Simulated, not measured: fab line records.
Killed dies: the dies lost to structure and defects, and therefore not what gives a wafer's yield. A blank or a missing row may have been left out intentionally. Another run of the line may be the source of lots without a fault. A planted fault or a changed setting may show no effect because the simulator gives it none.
Chamber matching ; flow gf180mcu ; cmp-01 running GF_V5_CMP_04: 4 sister chambers
The step polishes SiO2. 16 wafers are shown with their chamber, then 8 later ones without.

== EACH WAFER AND ITS CHAMBER ==
wafer;chamber;motor-current-A (A);slurry-filter-dp-kPa (kPa);retaining-ring-pressure-frac
L413.3;3;12.4;13.49;1.002
L413.4;2;11.7;13.42;0.995
L413.5;3;13.3;13.16;1.004
L417.1;0;10.8;13.56;0.997
L417.2;3;13.2;13.26;0.995
L417.6;3;12.4;13.45;0.996
L419.1;1;12.2;13.56;0.995
L419.4;2;11.4;13.90;1.002
L419.5;0;11.0;13.53;0.997
L418.1;1;12.4;13.46;1.004
L418.3;3;12.8;13.60;1.001
L418.4;2;11.5;13.50;1.005
L420.2;0;10.9;13.73;1.005
L420.3;2;11.7;13.32;1.009
L420.6;2;11.4;13.48;0.999
L427.2;2;11.4;13.38;0.999

SIGNATURES (means of the wafers above)
reading;chamber 0;chamber 1;chamber 2;chamber 3;scatter within a chamber
motor-current-A;10.900;12.300;11.517;12.820;0.27
slurry-filter-dp-kPa;13.6067;13.5100;13.5000;13.3920;0.175
retaining-ring-pressure-frac;0.99967;0.99950;1.00150;0.99960;0.00472
Rule: distance of a wafer from a chamber = root of the sum over the readings of ((wafer's reading minus chamber's mean) / reading's scatter) squared. The wafer belongs to the nearest chamber; if the next one is less than 2 further off, it can't be placed. The scatter: take each reading less its chamber's mean, square it, sum over the shown wafers, divide by the number of wafers less the number of chambers, and take the root.

== WAFERS WITHOUT THEIR CHAMBER ==
wafer;motor-current-A (A);slurry-filter-dp-kPa (kPa);retaining-ring-pressure-frac
L427.3;10.5;13.47;0.998
L427.4;11.9;13.74;0.994
L432.1;11.1;13.40;1.001
L432.4;11.3;13.58;0.999
L432.6;10.8;13.43;1.000
L434.1;12.4;13.56;1.002
L434.4;11.4;13.51;1.007
L434.6;12.5;13.76;0.991

== CHAMBER TAKEN BY EACH ==
wafer;from the rows above;in truth
L427.3;0;0
L427.4;can't be placed: 1 or 2 or 0 or 3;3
L432.1;can't be placed: 0 or 2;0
L432.4;can't be placed: 2 or 0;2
L432.6;can't be placed: 0 or 2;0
L434.1;can't be placed: 1 or 3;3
L434.4;can't be placed: 2 or 0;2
L434.6;can't be placed: 1 or 3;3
Correct placement for 1 of the 8. These rows do not allow placing 7 (true chamber among the candidates in 7). Number placed wrongly: 0.
